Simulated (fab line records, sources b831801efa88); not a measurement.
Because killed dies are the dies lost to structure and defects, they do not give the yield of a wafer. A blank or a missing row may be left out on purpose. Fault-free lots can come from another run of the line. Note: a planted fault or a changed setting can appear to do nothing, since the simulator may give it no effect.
A lot that was struck, set against a sound lot    flow sky130    17 out of 708 route steps
Sound: the wafers L280.3, L280.5, L280.6. Struck: wafer L286.2 (left out: L286.6, a lot-mate that was not struck); the cause follows at the end.
For every step that has rows: the tool of each side, followed by ch and its chambers, followed by its first start. Under that, the readings that differ: sound wafers    struck wafers    difference of the means    sigmas: that difference in standard deviations of wafers without a fault.
alike: same words and numbers on both sides, and readings whose means sit less than 2 such deviations apart. not compared: any withheld reading, any reading some wafer has no value for, any bound like >300 that may hide the same value, and any number with overlapping values for which the record gives no deviation.
Wherever a step has rows on one side only, a row that says differs or no value, or a row with sigmas, the two part there. Numbers that don't overlap but have no deviation are shown without sigmas and don't part them. Lack of a reading on every wafer of one side parts them only where that side has two or more wafers.

SKY_SPACER_THK_MEAS_01:
  struck on film-metro-04, day 26 00:35; sound on film-metro-04, day 24 10:18
reading                 sound           struck  difference  sigmas
SPACER_CVD_00_THK (nm)  43.0 42.4 42.5  43.5    +0.9        +2
SKY_SPACER_ETCHBACK_02: etches Si3N4 in CH3F/O2, stops on SiO2, time 46.7 s, target depth 45 nm.
  sound on rie-diel-01 ch 1,3, day 24 10:20; struck on rie-diel-03 ch 2, day 26 00:38
  alike: ch3f-flow-sccm, drypump-motor-current-A, oes-product-au, throttle-valve-pct
  not compared: rf-hours-counter-h
then, 8 steps without rows for these wafers: SKY_POLY_CUT_DEHYDRATE_00 (time 60 s); SKY_POLY_CUT_HMDS_01 (prime time 60 s); SKY_POLY_CUT_COAT_02 (resist thk 60 nm); SKY_POLY_CUT_COAT_03 (resist thk 450 nm); SKY_POLY_CUT_SOFTBAKE_04 (time 90 s); SKY_POLY_CUT_EXPOSE_05 (exposes mask NPCM, target cd 270 nm); SKY_POLY_CUT_PEB_06; SKY_POLY_CUT_DEVELOP_07 (develop time 60 s).
SKY_POLY_CUT_CD_MEAS_08 targets a cd of 270 nm.
  struck on cd-sem-01, day 27 06:07; sound on cd-sem-01, day 25 16:43
  alike: cd-nm
SKY_POLY_CUT_OVL_MEAS_09:
  struck on overlay-01, day 27 06:13; sound on overlay-01, day 25 16:49
  alike: POLY_CUT_OVL
SKY_POLY_CUT_ETCH_10: etches BARC in N2/H2, stops on SiO2, time 45.9 s, target depth 60 nm.
  sound on rie-diel-04 ch 1,3, day 25 16:52; struck on rie-diel-04 ch 3, day 27 06:15
reading                                          sound              struck  difference                    sigmas
oes-product-au (a.u.)                            0.858 0.857 0.862  1.001   +0.142                        +32
rf-hours-counter-h (h)                           - - -              11      no value on the sound wafers  
run-length-s (s)                                 74.3 75.0 74.5     62.7    -11.9                         -22
model.KrF-thick_of_POLY_CUT_COAT_03.thk-nm (nm)  408.7 409.8 410.3  415.5   +5.9                          
model.etch.depth-nm (nm)                         60.37 60.37 60.21  58.23   -2.09                         
  alike: drypump-motor-current-A, throttle-valve-pct
SKY_POLY_CUT_ETCH_11: etches Si3N4 in CF4/CH2F2/Ar, stops on poly-Si, time 42.5 s, target depth 60 nm.
  sound on rie-diel-04 ch 1,3, day 25 16:55; struck on rie-diel-04 ch 3, day 27 06:18
reading                 sound  struck  difference                    sigmas
rf-hours-counter-h (h)  - - -  11      no value on the sound wafers  
  alike: drypump-motor-current-A, mfc-ar-sccm, oes-product-au, run-length-s, throttle-valve-pct
SKY_POLY_CUT_STRIP_12: strips in O2/N2.
  sound on plasma-asher-04 ch 0,1, day 25 16:59; struck on plasma-asher-04 ch 0, day 27 06:20
reading                       sound              struck  difference                    sigmas
rf-hours-counter-h (h)        - - -              81      no value on the sound wafers  
strip-time-to-endpoint-s (s)  5.372 5.382 5.373  5.445   +0.069                        +4
  alike: drypump-motor-current-A, oes-product-au
then, 1 step without rows for these wafers: SKY_SD_P_DEHYDRATE_00 (time 60 s).
-- here the record skips 21 days between the struck wafers' starts before and after, leaving off in module SD_P and picking up in module PAD_OPEN (first step shown: number 708 of the route) --
SKY_PAD_OPEN_PROBE_99:
  the record has rows for the struck wafers here (prober-02, day 48 00:22) and none for the sound ones

== WHERE THEY PART ==
Last at SKY_PAD_OPEN_PROBE_99 as far as this record goes, first at SKY_SPACER_THK_MEAS_01.

WHY: what had been put in by the simulator
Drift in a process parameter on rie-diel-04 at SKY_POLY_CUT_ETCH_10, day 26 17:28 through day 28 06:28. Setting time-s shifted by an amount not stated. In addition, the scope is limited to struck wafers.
